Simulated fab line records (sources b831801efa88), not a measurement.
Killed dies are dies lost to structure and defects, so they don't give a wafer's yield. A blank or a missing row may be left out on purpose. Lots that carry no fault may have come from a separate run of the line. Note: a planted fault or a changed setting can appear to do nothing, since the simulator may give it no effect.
fab line records ; flow sky130
record lots=5; wafers=15; last_day=49
route steps=708 shown LDD_HVP@286 LDD_LDN@289 SPACER@304 POLY_CUT@307 SD_P@320 PAD_OPEN@708
lots that met no fault: from a run of the same line without faults
start_h: hours from the record's opening day to when the first of the lot's shown wafers began ; wait_h: hours from the lot's prior step to this one ; " identical to the entry in the row above ; L1.1+2: a single row standing in for several wafers ; - either no value or no given start ; * or withheld: withheld ; < > ~ a bound
route shown NAME@n: NAME is a module with steps in the file, n the number in the route of the first one ; usual: the fault-free wafers' mean and standard deviation ; same: alike in all rows ; chamber/n: place in a boat ; sites: per-site readings ; _std_site: standard deviation across them ; _edge_site: mean of outer sites minus mean of inner sites ; radius_mm: how far each site lies from the wafer's centre ; mask NAME#n: copy n ; behind: the tool/chamber that last shaped the wafer ; hold: why the lot went on hold/how many hours it stayed there/how the hold came to an end ; device: names the non-switching transistor (n, p or np) ; end of line: the same wafers' tests at the end of the route ; a step given without rows: its recipe and nothing more ; killed: not the wafer's yield, but the dies lost to structure and defects at the first sort ; map: dies across one wafer; x = killed, . = not, _ = none there
set.NAME: the setting the step ran with; set.NAME@STEP: the setting that earlier step ran with ; model.NAME: the simulator's own value behind a step, which no gauge read
lots at some steps of the route; a table a step, a row a wafer
services: a tool's chamber out of use, with start hour (start_h, from the record's first day; less than 0 if before it), hours out, and reason
## steps
# step SKY_LDD_HVP_IMPLANT_08
# recipe species=B; energy_kev=20; dose_cm2=1.7e+13; tilt_deg=17.9
# step SKY_LDD_HVP_STRIP_09
# recipe chemistry=O2/N2; power_w=1400; pressure_mtorr=1500; platen_temp_c=withheld; o2_flow_sccm=3000; n2_flow_sccm=300; overash_fraction=0.5
# usual drypump_motor_current_A=6.10/0.27; oes_product_au=0.408/0.005; strip_time_to_endpoint_s=4.134/0.015
lot.wafer;tool;chamber;start_h;wait_h;drypump_motor_current_A;oes_product_au;rf_hours_counter_h;strip_time_to_endpoint_s
L148.2;plasma_asher-03;0;494.49;0.1;5.97;0.410;6;4.129
L148.3;plasma_asher-03;0;494.49;0.1;5.97;0.402;-;4.125
L148.5;plasma_asher-03;0;494.49;0.1;5.96;0.407;-;4.120
L154.3;plasma_asher-03;1;553.13;0.1;6.14;0.419;-;4.142
L154.4;plasma_asher-03;0;553.13;0.1;5.95;0.409;-;4.143
L154.6;plasma_asher-03;0;553.13;0.1;5.98;0.408;-;4.132
L155.1;plasma_asher-01;1;559.88;0.1;6.39;0.412;76;4.133
L155.2;plasma_asher-01;0;559.88;0.1;5.84;0.409;76;4.132
L155.6;plasma_asher-01;1;559.88;0.1;6.39;0.418;-;4.138
L162.3;plasma_asher-03;1;623.58;0.1;6.14;0.412;-;4.155
L162.4;plasma_asher-03;0;623.58;0.1;5.98;0.409;-;4.161
L162.5;plasma_asher-03;1;623.58;0.1;6.12;0.404;-;4.137
L164.1;plasma_asher-03;1;634.34;0.1;6.16;0.397;21;4.117
L164.2;plasma_asher-03;0;634.34;0.1;5.96;0.410;21;4.125
L164.3;plasma_asher-03;1;634.34;0.1;6.17;0.410;-;4.165
# step SKY_LDD_HVP_TW_MEAS_10
# usual LDD_HVP_TW=458/3.5
lot.wafer;tool;chamber;start_h;wait_h;LDD_HVP_TW
L148.2;film_metro-02;-;494.60;0.1;453
L148.3;film_metro-02;-;494.60;0.1;455
L148.5;film_metro-02;-;494.60;0.1;456
L154.3;film_metro-01;-;553.21;0.1;463
L154.4;film_metro-01;-;553.21;0.1;462
L154.6;film_metro-01;-;553.21;0.1;462
L155.1;film_metro-03;-;559.98;0.1;458
L155.2;film_metro-03;-;559.98;0.1;457
L155.6;film_metro-03;-;559.98;0.1;458
L162.3;film_metro-03;-;623.66;0.1;458
L162.4;film_metro-03;-;623.66;0.1;457
L162.5;film_metro-03;-;623.66;0.1;460
L164.1;film_metro-03;-;634.44;0.1;453
L164.2;film_metro-03;-;634.44;0.1;456
L164.3;film_metro-03;-;634.44;0.1;456
# step SKY_LDD_LDN_DEHYDRATE_00
# recipe temp_c=200; time_s=60
# step SKY_LDD_LDN_HMDS_01
# recipe prime_time_s=60; prime_temp_c=120
# step SKY_LDD_LDN_COAT_02
# recipe resist=NOVOLAK; spin_rpm=3000; resist_thk_nm=1140
# step SKY_LDD_LDN_SOFTBAKE_03
# recipe temp_c=90; time_s=60; resist=NOVOLAK
# step SKY_LDD_LDN_EXPOSE_04
# recipe mask_id=LDNTM; na=0.6; source_shape=conventional; sigma_outer=0.6; polarization=unpolarized; target_cd_nm=700; dose_mj=140
# step SKY_LDD_LDN_PEB_05
# recipe temp_c=withheld; time_s=*; resist=NOVOLAK
# step SKY_LDD_LDN_DEVELOP_06
# recipe resist=NOVOLAK; developer=TMAH; develop_time_s=60; dev_temp_c=23
# step SKY_LDD_LDN_OVL_MEAS_07
# usual LDD_LDN_OVL=-0.1/1.5
lot.wafer;tool;chamber;start_h;wait_h;LDD_LDN_OVL[nm]
L148.2;overlay-02;-;524.51;0.1;-1.7
L148.3;overlay-02;-;524.51;0.1;-2.4
L148.5;overlay-02;-;524.51;0.1;-2.7
L154.3;overlay-01;-;582.02;0.1;2.1
L154.4;overlay-01;-;582.02;0.1;0.5
L154.6;overlay-01;-;582.02;0.1;0.6
L155.1;overlay-01;-;589.39;0.1;0.8
L155.2;overlay-01;-;589.39;0.1;2.1
L155.6;overlay-01;-;589.39;0.1;1.7
L162.3;overlay-02;-;652.46;0.1;2.3
L162.4;overlay-02;-;652.46;0.1;2.0
L162.5;overlay-02;-;652.46;0.1;3.0
L164.1;overlay-02;-;663.05;0.1;-0.8
L164.2;overlay-02;-;663.05;0.1;-1.8
L164.3;overlay-02;-;663.05;0.1;-0.5
# step SKY_LDD_LDN_IMPLANT_08
# recipe species=As; energy_kev=15; dose_cm2=1.25e+13; tilt_deg=withheld; rotation_deg=23
# step SKY_LDD_LDN_IMPLANT_09
# recipe species=As; energy_kev=15; dose_cm2=1.25e+13; tilt_deg=withheld; rotation_deg=113
# usual end_station_pressure_torr=5.05e-06/2.5e-07
lot.wafer;tool;chamber;start_h;wait_h;end_station_pressure_torr
L148.2;implanter-04;0;524.72;0.1;5.05e-06
L148.3;implanter-04;0;524.72;0.1;5.01e-06
L148.5;implanter-04;0;524.72;0.1;4.97e-06
L154.3;implanter-01;0;582.24;0.1;5.42e-06
L154.4;implanter-01;0;582.24;0.1;4.99e-06
L154.6;implanter-01;0;582.24;0.1;4.68e-06
L155.1;implanter-04;0;589.58;0.1;4.9e-06
L155.2;implanter-04;0;589.58;0.1;5.1e-06
L155.6;implanter-04;0;589.58;0.1;4.74e-06
L162.3;implanter-02;0;652.68;0.1;5.05e-06
L162.4;implanter-02;0;652.68;0.1;4.9e-06
L162.5;implanter-02;0;652.68;0.1;4.73e-06
L164.1;implanter-02;0;663.23;0.1;4.6e-06
L164.2;implanter-02;0;663.23;0.1;5.25e-06
L164.3;implanter-02;0;663.23;0.1;4.95e-06
# step SKY_LDD_LDN_IMPLANT_10
# recipe species=As; energy_kev=15; dose_cm2=1.25e+13; tilt_deg=withheld; rotation_deg=203
# step SKY_LDD_LDN_IMPLANT_11
# recipe species=As; energy_kev=15; dose_cm2=1.25e+13; tilt_deg=withheld; rotation_deg=293
# step SKY_LDD_LDN_STRIP_12
# recipe chemistry=O2/N2; power_w=1400; pressure_mtorr=1500; platen_temp_c=withheld; o2_flow_sccm=3000; n2_flow_sccm=300; overash_fraction=0.5
# usual drypump_motor_current_A=6.14/0.21; oes_product_au=0.715/0.0045; strip_time_to_endpoint_s=14.18/0.039
lot.wafer;tool;chamber;start_h;wait_h;drypump_motor_current_A;oes_product_au;rf_hours_counter_h;strip_time_to_endpoint_s
L148.2;plasma_asher-04;0;525.14;0.1;6.34;0.708;40;14.19
L148.3;plasma_asher-04;1;525.14;0.1;6.26;0.716;-;14.21
L148.5;plasma_asher-04;1;525.14;0.1;6.28;0.723;-;14.16
L154.3;plasma_asher-04;1;582.68;0.1;6.26;0.713;-;14.22
L154.4;plasma_asher-04;0;582.68;0.1;6.34;0.720;-;14.18
L154.6;plasma_asher-04;1;582.68;0.1;6.25;0.713;-;14.19
L155.1;plasma_asher-04;0;590.03;0.1;6.35;0.713;46;14.19
L155.2;plasma_asher-04;1;590.03;0.1;6.22;0.713;46;14.20
L155.6;plasma_asher-04;0;590.03;0.1;6.34;0.716;-;14.28
L162.3;plasma_asher-01;0;653.12;0.1;5.84;0.706;-;14.18
L162.4;plasma_asher-01;1;653.12;0.1;6.37;0.719;-;14.22
L162.5;plasma_asher-01;1;653.12;0.1;6.38;0.715;-;14.19
L164.1;plasma_asher-03;0;663.68;0.1;5.96;0.716;24;14.21
L164.2;plasma_asher-03;1;663.68;0.1;6.17;0.714;24;14.23
L164.3;plasma_asher-03;0;663.68;0.1;5.97;0.713;-;14.23
# step SKY_LDD_LDN_TW_MEAS_13
# usual LDD_LDN_TW=1490/11
lot.wafer;tool;chamber;start_h;wait_h;LDD_LDN_TW
L148.2;film_metro-01;-;525.25;0.1;1487
L148.3;film_metro-01;-;525.25;0.1;1489
L148.5;film_metro-01;-;525.25;0.1;1484
L154.3;film_metro-01;-;582.76;0.1;1489
L154.4;film_metro-01;-;582.76;0.1;1488
L154.6;film_metro-01;-;582.76;0.1;1495
L155.1;film_metro-01;-;590.13;0.1;1500
L155.2;film_metro-01;-;590.13;0.1;1491
L155.6;film_metro-01;-;590.13;0.1;1501
L162.3;film_metro-04;-;653.20;0.1;1504
L162.4;film_metro-04;-;653.20;0.1;1504
L162.5;film_metro-04;-;653.20;0.1;1497
L164.1;film_metro-04;-;663.78;0.1;1498
L164.2;film_metro-04;-;663.78;0.1;1505
L164.3;film_metro-04;-;663.78;0.1;1499
# step SKY_LDD_LDN_CLEAN_14
# recipe chemistry=SC1/SC2; mix=1:4:20; temp_c=70; time_s=150; dry=n2_spin
# step SKY_SPACER_CVD_00
# recipe material=Si3N4; precursor=DCS/NH3; target_thk_nm=43.1; temp_c=770; time_s=740; pressure_mtorr=250
# step SKY_SPACER_THK_MEAS_01
# recipe reads=Si3N4_of_SPACER_CVD_00
# usual SPACER_CVD_00_THK=43.2/0.53
lot.wafer;tool;chamber;start_h;wait_h;SPACER_CVD_00_THK[nm]
L148.2;film_metro-01;-;526.57;0.0;41.7
L148.3;film_metro-01;-;526.57;0.0;41.7
L148.5;film_metro-01;-;526.57;0.0;41.9
L154.3;film_metro-02;-;584.08;0.0;43.5
L154.4;film_metro-02;-;584.08;0.0;43.5
L154.6;film_metro-02;-;584.08;0.0;43.9
L155.1;film_metro-04;-;591.44;0.0;43.2
L155.2;film_metro-04;-;591.44;0.0;43.4
L155.6;film_metro-04;-;591.44;0.0;43.2
L162.3;film_metro-01;-;655.57;0.0;42.5
L162.4;film_metro-01;-;655.57;0.0;42.4
L162.5;film_metro-01;-;655.57;0.0;42.4
L164.1;film_metro-04;-;665.10;0.0;43.2
L164.2;film_metro-04;-;665.10;0.0;43.2
L164.3;film_metro-04;-;665.10;0.0;43.3
# step SKY_SPACER_ETCHBACK_02
# recipe chemistry=CH3F/O2; target=Si3N4; stop_on=SiO2; source_w=400; bias_w=80; pressure_mtorr=25; ch3f_flow_sccm=40; O2_flow_sccm=30; time_s=46.7; target_depth_a=450
# step SKY_POLY_CUT_DEHYDRATE_00
# recipe temp_c=200; time_s=60
# step SKY_POLY_CUT_HMDS_01
# recipe prime_time_s=60; prime_temp_c=120
# step SKY_POLY_CUT_COAT_02
# recipe resist=BARC; temp_c=withheld; time_s=withheld; spin_rpm=3000; resist_thk_nm=60
# step SKY_POLY_CUT_COAT_03
# recipe resist=KrF-thick; spin_rpm=3000; resist_thk_nm=450
# step SKY_POLY_CUT_SOFTBAKE_04
# recipe temp_c=100; time_s=90; resist=KrF-thick
# step SKY_POLY_CUT_EXPOSE_05
# recipe mask_id=NPCM; na=0.8; source_shape=annular; sigma_inner=0.55; sigma_outer=0.85; target_cd_nm=270; dose_mj=32
# step SKY_POLY_CUT_PEB_06
# recipe peb_temp_c=withheld; peb_time_s=withheld; resist=KrF-thick
# step SKY_POLY_CUT_DEVELOP_07
# recipe develop_time_s=60; resist=KrF-thick; dev_temp_c=21
# step SKY_POLY_CUT_CD_MEAS_08
# recipe target_cd_nm=270
# usual cd_nm=270.1/1.4
lot.wafer;tool;chamber;start_h;wait_h;cd_nm
L148.2;cd_sem-01;-;556.48;-;269.8
L148.3;cd_sem-01;-;556.48;-;268.6
L148.5;cd_sem-01;-;556.48;-;269.0
L154.3;cd_sem-02;-;613.50;-;268.9
L154.4;cd_sem-02;-;613.50;-;269.9
L154.6;cd_sem-02;-;613.50;-;268.5
L155.1;cd_sem-01;-;620.84;-;269.6
L155.2;cd_sem-01;-;620.84;-;269.9
L155.6;cd_sem-01;-;620.84;-;272.2
L162.3;cd_sem-01;-;683.60;-;270.7
L162.4;cd_sem-01;-;683.60;-;271.9
L162.5;cd_sem-01;-;683.60;-;270.9
L164.1;cd_sem-02;-;692.86;-;271.9
L164.2;cd_sem-02;-;692.86;-;272.0
L164.3;cd_sem-02;-;692.86;-;272.3
# step SKY_POLY_CUT_OVL_MEAS_09
# usual POLY_CUT_OVL=0/5.8
lot.wafer;tool;chamber;start_h;wait_h;POLY_CUT_OVL[nm]
L148.2;overlay-01;-;556.58;0.1;5
L148.3;overlay-01;-;556.58;0.1;-6
L148.5;overlay-01;-;556.58;0.1;-4
L154.3;overlay-02;-;613.59;0.1;-9
L154.4;overlay-02;-;613.59;0.1;-4
L154.6;overlay-02;-;613.59;0.1;-2
L155.1;overlay-02;-;620.96;0.1;0
L155.2;overlay-02;-;620.96;0.1;-3
L155.6;overlay-02;-;620.96;0.1;-1
L162.3;overlay-02;-;683.69;0.1;-7
L162.4;overlay-02;-;683.69;0.1;8
L162.5;overlay-02;-;683.69;0.1;-2
L164.1;overlay-02;-;692.98;0.1;-5
L164.2;overlay-02;-;692.98;0.1;-3
L164.3;overlay-02;-;692.98;0.1;-5
# step SKY_POLY_CUT_ETCH_10
# recipe chemistry=N2/H2; target=BARC; ion_energy_ev=200; source_w=500; bias_w=100; pressure_mtorr=30; n2_flow_sccm=100; h2_flow_sccm=200; stop_on=SiO2; time_s=45.9; target_depth_a=600
# usual drypump_motor_current_A=5.6/0.47; oes_product_au=0.855/0.0044; throttle_valve_pct=13.224/0.0084
lot.wafer;tool;chamber;start_h;wait_h;drypump_motor_current_A;oes_product_au;rf_hours_counter_h;throttle_valve_pct
L148.2;rie_diel-03;3;556.61;0.0;5.5;0.865;15;13.216
L148.3;rie_diel-03;1;556.61;0.0;6.4;0.859;4;13.212
L148.5;rie_diel-03;1;556.61;0.0;6.3;0.862;-;13.215
L154.3;rie_diel-04;1;613.61;0.0;5.9;0.855;12;13.238
L154.4;rie_diel-04;2;613.61;0.0;6.0;0.863;0;13.227
L154.6;rie_diel-04;2;613.61;0.0;6.0;0.856;-;13.229
L155.1;rie_diel-03;1;621.00;0.0;6.4;0.857;6;13.224
L155.2;rie_diel-03;0;621.00;0.0;6.1;0.851;1;13.225
L155.6;rie_diel-03;2;621.00;0.0;5.5;0.847;-;13.229
L162.3;rie_diel-03;3;683.71;0.0;5.5;0.851;18;13.225
L162.4;rie_diel-03;2;683.71;0.0;5.5;0.856;3;13.229
L162.5;rie_diel-03;0;683.71;0.0;6.1;0.854;-;13.228
L164.1;rie_diel-03;2;693.01;0.0;5.5;0.850;3;13.223
L164.2;rie_diel-03;0;693.01;0.0;6.1;0.857;2;13.225
L164.3;rie_diel-03;3;693.01;0.0;5.5;0.855;18;13.215
# step SKY_POLY_CUT_ETCH_11
# recipe target=Si3N4; chemistry=CF4/CH2F2/Ar; stop_on=poly-Si; source_w=600; bias_w=150; pressure_mtorr=40; cf4_flow_sccm=40; ch2f2_flow_sccm=20; Ar_flow_sccm=150; time_s=42.5; target_depth_a=600
# usual cf4_flow_sccm=39.97/0.11; drypump_motor_current_A=5.6/0.46; oes_product_au=0.826/0.0064; throttle_valve_pct=14.995/0.0089
lot.wafer;tool;chamber;start_h;wait_h;cf4_flow_sccm;drypump_motor_current_A;oes_product_au;rf_hours_counter_h;throttle_valve_pct
L148.2;rie_diel-03;3;556.66;0.0;39.80;5.5;0.837;15;14.986
L148.3;rie_diel-03;1;556.66;0.0;39.94;6.4;0.833;4;14.993
L148.5;rie_diel-03;1;556.66;0.0;39.99;6.3;0.836;-;14.993
L154.3;rie_diel-04;1;613.66;0.0;39.90;5.8;0.826;12;15.012
L154.4;rie_diel-04;2;613.66;0.0;40.05;6.0;0.831;0;14.988
L154.6;rie_diel-04;2;613.66;0.0;40.02;6.0;0.824;-;14.984
L155.1;rie_diel-03;1;621.04;0.0;39.93;6.3;0.831;6;14.992
L155.2;rie_diel-03;0;621.04;0.0;39.84;6.1;0.834;1;14.996
L155.6;rie_diel-03;2;621.04;0.0;39.74;5.5;0.834;-;14.987
L162.3;rie_diel-03;3;683.76;0.0;40.05;5.5;0.822;18;14.997
L162.4;rie_diel-03;2;683.76;0.0;39.78;5.5;0.815;3;14.998
L162.5;rie_diel-03;0;683.76;0.0;39.70;6.1;0.822;-;14.987
L164.1;rie_diel-03;2;693.06;0.0;39.87;5.5;0.830;3;14.986
L164.2;rie_diel-03;0;693.06;0.0;39.97;6.1;0.825;3;15.013
L164.3;rie_diel-03;3;693.06;0.0;39.86;5.5;0.820;18;14.988
# step SKY_POLY_CUT_STRIP_12
# recipe chemistry=O2/N2; power_w=1400; pressure_mtorr=1500; platen_temp_c=withheld; o2_flow_sccm=3000; n2_flow_sccm=300; overash_fraction=0.5
# usual drypump_motor_current_A=6.19/0.28; oes_product_au=0.452/0.0046; strip_time_to_endpoint_s=5.354/0.015
lot.wafer;tool;chamber;start_h;wait_h;drypump_motor_current_A;oes_product_au;rf_hours_counter_h;strip_time_to_endpoint_s
L148.2;plasma_asher-04;0;556.70;0.0;6.36;0.452;43;5.372
L148.3;plasma_asher-04;1;556.70;0.0;6.25;0.448;-;5.358
L148.5;plasma_asher-04;0;556.70;0.0;6.38;0.449;-;5.369
L154.3;plasma_asher-01;0;613.73;0.1;5.87;0.452;-;5.377
L154.4;plasma_asher-01;1;613.73;0.1;6.38;0.451;-;5.379
L154.6;plasma_asher-01;0;613.73;0.1;5.85;0.452;-;5.348
L155.1;plasma_asher-02;1;621.08;0.0;6.55;0.456;90;5.353
L155.2;plasma_asher-02;0;621.08;0.0;5.76;0.450;90;5.363
L155.6;plasma_asher-02;0;621.08;0.0;5.75;0.460;-;5.364
L162.3;plasma_asher-04;1;683.83;0.1;6.27;0.451;-;5.341
L162.4;plasma_asher-04;0;683.83;0.1;6.35;0.452;-;5.355
L162.5;plasma_asher-04;0;683.83;0.1;6.34;0.460;-;5.382
L164.1;plasma_asher-02;1;693.10;0.0;6.50;0.452;97;5.376
L164.2;plasma_asher-02;0;693.10;0.0;5.76;0.457;97;5.380
L164.3;plasma_asher-02;1;693.10;0.0;6.50;0.451;-;5.357
# step SKY_SD_P_DEHYDRATE_00
# recipe temp_c=200; time_s=60
# step SKY_SD_P_HMDS_01
# recipe prime_time_s=60; prime_temp_c=120
# step SKY_SD_P_COAT_02
# recipe resist=NOVOLAK; spin_rpm=3000; resist_thk_nm=1140
# step SKY_SD_P_SOFTBAKE_03
# recipe temp_c=90; time_s=60; resist=NOVOLAK
# step SKY_SD_P_EXPOSE_04
# recipe mask_id=PSDM; na=0.6; source_shape=conventional; sigma_outer=0.6; polarization=unpolarized; target_cd_nm=380; dose_mj=138
# step SKY_SD_P_PEB_05
# recipe temp_c=withheld; time_s=*; resist=NOVOLAK
# step SKY_SD_P_DEVELOP_06
# recipe resist=NOVOLAK; developer=TMAH; develop_time_s=60; dev_temp_c=23
# step SKY_SD_P_CD_MEAS_07
# recipe target_cd_nm=380
# usual cd_nm=380.1/2.5
lot.wafer;tool;chamber;start_h;wait_h;cd_nm
L148.2;cd_sem-02;-;585.57;0.1;382.1
L148.3;cd_sem-02;-;585.57;0.1;382.1
L148.5;cd_sem-02;-;585.57;0.1;383.5
L154.3;cd_sem-01;-;642.35;0.1;379.8
L154.4;cd_sem-01;-;642.35;0.1;377.4
L154.6;cd_sem-01;-;642.35;0.1;379.0
L155.1;cd_sem-02;-;650.01;0.1;378.2
L155.2;cd_sem-02;-;650.01;0.1;376.3
L155.6;cd_sem-02;-;650.01;0.1;376.2
L162.3;cd_sem-02;-;711.14;0.1;378.8
L162.4;cd_sem-02;-;711.14;0.1;380.3
L162.5;cd_sem-02;-;711.14;0.1;379.7
L164.1;cd_sem-01;-;720.09;0.1;378.3
L164.2;cd_sem-01;-;720.09;0.1;379.1
L164.3;cd_sem-01;-;720.09;0.1;378.6
# step SKY_PAD_OPEN_PROBE_99
# usual killed_at_M0_to_M3=44/6.8; killed_at_M4_up=3.2/1.7; killed_at_contacts=24/4.9; killed_at_front_end=14/4.1; killed_at_other=0.2/0.51; killed_dies=85/8.7; killed_open=46/6.8; killed_short=39/6.1
# same gross_dies=492; killed_at_back_side=0
lot.wafer;tool;chamber;start_h;wait_h;killed_at_M0_to_M3;killed_at_M4_up;killed_at_contacts;killed_at_front_end;killed_at_other;killed_dies;killed_open;killed_short;model.etest.tip_sonos.rs_ohm_sq_range
L148.2;prober-02;-;1075.86;0.1;60;3;22;24;0;109;57;52;27.41
L148.3;prober-02;-;1075.91;0.2;47;5;32;14;0;98;57;41;25.26
L148.5;prober-02;-;1076.01;0.2;44;1;22;8;1;76;40;36;44.83
L154.3;prober-02;-;1109.47;0.2;34;2;22;14;0;72;35;37;38.86
L154.4;prober-02;-;1109.52;0.2;44;3;29;12;0;88;49;39;31.13
L154.6;prober-02;-;1109.62;0.2;41;1;26;18;0;86;46;40;49.98
L155.1;prober-01;-;1115.52;0.1;48;4;18;13;0;83;45;38;36.84
L155.2;prober-01;-;1115.57;0.1;49;3;25;17;2;96;60;36;23.37
L155.6;prober-01;-;1115.77;0.2;50;4;14;20;1;89;45;44;42.37
L162.3;prober-02;-;1168.32;0.2;36;2;27;15;0;80;36;44;33.56
L162.4;prober-02;-;1168.37;0.2;38;4;25;11;1;79;40;39;28.48
L162.5;prober-02;-;1168.42;0.2;47;2;25;18;0;92;55;37;53.9
L164.1;prober-02;-;1171.22;0.1;49;7;14;16;1;87;43;44;70.44
L164.2;prober-02;-;1171.27;0.1;41;3;24;13;0;81;37;44;48.36
L164.3;prober-02;-;1171.32;0.2;35;5;25;15;0;80;48;32;38.8
# killed by level:class
L148.2 VIA1:geometric_particle:open=15 METAL1:geometric_particle:short=9 VIA1:geometric_particle:short=9 POLY_GATE:geometric_particle:open=7 LI_CONTACT:geometric_particle:open=7 VIA3:geometric_particle:open=7 CONTACT:geometric_particle:open=6 POLY_GATE:geometric_particle:short=5
L148.3 CONTACT:geometric_particle:open=14 VIA1:geometric_particle:open=12 VIA2:geometric_particle:open=8 CONTACT:geometric_particle:short=6 METAL2:geometric_particle:short=5 LI_CONTACT:geometric_particle:open=5 VIA3:geometric_particle:open=5 VIA1:geometric_particle:short=4
L148.5 VIA1:geometric_particle:open=10 VIA1:geometric_particle:short=9 CONTACT:geometric_particle:open=8 LI_CONTACT:geometric_particle:open=8 METAL2:geometric_particle:short=7 VIA3:geometric_particle:open=4 VIA2:geometric_particle:open=4 POLY_GATE:geometric_particle:short=3
L154.3 CONTACT:geometric_particle:open=11 METAL1:geometric_particle:short=6 VIA1:geometric_particle:open=5 LOCAL_INTERCONNECT:geometric_particle:short=5 METAL3:geometric_particle:short=5 FIELD_ISO:geometric_particle:short=4 CONTACT:geometric_particle:short=4 VIA2:geometric_particle:open=4
L154.4 VIA3:geometric_particle:open=12 CONTACT:geometric_particle:open=11 VIA1:geometric_particle:open=8 VIA1:geometric_particle:short=8 CONTACT:geometric_particle:short=7 LI_CONTACT:geometric_particle:open=5 METAL1:geometric_particle:short=5 VIA3:geometric_particle:short=4
L154.6 CONTACT:geometric_particle:open=14 VIA3:geometric_particle:open=8 VIA1:geometric_particle:open=6 VIA2:geometric_particle:open=6 POLY_GATE:geometric_particle:short=5 METAL1:geometric_particle:short=5 METAL2:geometric_particle:short=5 FIELD_ISO:geometric_particle:short=4
L155.1 VIA1:geometric_particle:open=13 CONTACT:geometric_particle:open=12 VIA1:geometric_particle:short=10 VIA3:geometric_particle:open=7 SPACER:geometric_particle:short=4 VIA2:geometric_particle:open=4 FIELD_ISO:geometric_particle:short=3 POLY_GATE:geometric_particle:short=3
L155.2 VIA1:geometric_particle:open=14 CONTACT:geometric_particle:open=10 FIELD_ISO:geometric_particle:open=8 VIA2:geometric_particle:open=8 VIA1:geometric_particle:short=8 SPACER:geometric_particle:open=5 CONTACT:geometric_particle:short=5 VIA3:geometric_particle:open=5
L155.6 VIA1:geometric_particle:open=16 POLY_GATE:geometric_particle:short=8 VIA2:geometric_particle:open=7 VIA3:geometric_particle:open=6 VIA1:geometric_particle:short=6 FIELD_ISO:geometric_particle:open=5 LI_CONTACT:geometric_particle:open=5 METAL2:geometric_particle:short=5
L162.3 CONTACT:geometric_particle:open=7 LI_CONTACT:geometric_particle:open=7 VIA3:geometric_particle:open=7 LOCAL_INTERCONNECT:geometric_particle:short=7 FIELD_ISO:geometric_particle:short=5 VIA2:geometric_particle:open=5 METAL1:geometric_particle:short=5 VIA1:geometric_particle:short=5
L162.4 VIA1:geometric_particle:open=7 VIA3:geometric_particle:open=7 LI_CONTACT:geometric_particle:open=6 LI_CONTACT:geometric_particle:short=6 VIA2:geometric_particle:open=5 CONTACT:geometric_particle:short=5 METAL2:geometric_particle:short=5 FIELD_ISO:geometric_particle:short=4
L162.5 VIA1:geometric_particle:open=10 CONTACT:geometric_particle:open=10 METAL1:geometric_particle:short=9 FIELD_ISO:geometric_particle:open=8 METAL2:geometric_particle:short=7 METAL1:geometric_particle:open=6 FIELD_ISO:geometric_particle:short=4 LI_CONTACT:geometric_particle:open=4
L164.1 VIA1:geometric_particle:open=11 METAL1:geometric_particle:short=7 VIA1:geometric_particle:short=7 VIA3:geometric_particle:open=7 METAL4:geometric_particle:short=6 CONTACT:geometric_particle:open=6 VIA2:geometric_particle:short=6 METAL2:geometric_particle:short=5
L164.2 CONTACT:geometric_particle:open=8 VIA1:geometric_particle:open=8 CONTACT:geometric_particle:short=6 METAL1:geometric_particle:short=6 VIA3:geometric_particle:open=6 VIA1:geometric_particle:short=5 METAL2:geometric_particle:short=5 FIELD_ISO:geometric_particle:short=4
L164.3 VIA1:geometric_particle:open=11 CONTACT:geometric_particle:open=9 FIELD_ISO:geometric_particle:open=5 LI_CONTACT:geometric_particle:short=4 VIA2:geometric_particle:open=4 METAL1:geometric_particle:short=4 VIA3:geometric_particle:open=4 POLY_GATE:geometric_particle:short=3
## services
tool;chamber;start_h;hours;kind
plasma_asher-04;-;477.69;2.8;pm
rie_diel-03;3;483.04;7.7;repair
implanter-01;-;488.37;3.3;repair
plasma_asher-03;-;507.16;1.3;repair
plasma_asher-01;-;511.22;2.0;repair
plasma_asher-02;-;530.22;2.8;pm
rie_diel-03;2;534.90;-;clean
rie_diel-03;2;534.90;26.2;scheduled_down
rie_diel-03;2;534.90;26.2;vent_cycle
plasma_asher-02;-;535.48;1.8;repair
plasma_asher-04;-;542.33;2.1;repair
rie_diel-03;3;548.84;1.3;repair
implanter-02;-;559.18;7.7;pm
implanter-02;-;566.80;3.6;repair
rie_diel-03;0;568.69;-;clean
plasma_asher-04;-;588.81;0.4;repair
rie_diel-03;2;600.81;3.1;repair
implanter-01;-;641.94;2.8;repair
implanter-04;-;647.16;12.9;repair
rie_diel-04;2;650.75;1.4;repair
plasma_asher-02;-;655.04;9.5;repair
rie_diel-03;1;687.39;13.2;repair
implanter-02;-;687.41;3.1;pm
rie_diel-03;2;688.94;3.4;repair
## key
first_sign none at tools or gauges
model_effect step=SKY_PAD_OPEN_PROBE_99; value=etest.tip_sonos.rs_ohm_sq_range; without=39.69; struck=70.44
met_at SKY_LDD_LDN_IMPLANT_09
struck_wafers L164.1
tester_left_out L164
onset_between 652.68 663.23
fault kind=process_parameter_drift; tool=implanter-02; chamber=-; onset_h=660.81; steps=SKY_LDD_LDN_IMPLANT_09; channel=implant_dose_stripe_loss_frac; offset=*; shape=step; end_h=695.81; scope=struck_wafers_only
# tester_left_out: of these lots the tester's yield and bins aren't shown, on N5 and GAA mostly nor the transistor test; their killed dies are dies lost to structure and defects alone, not to doping, threshold or leakage, so they don't give the yield
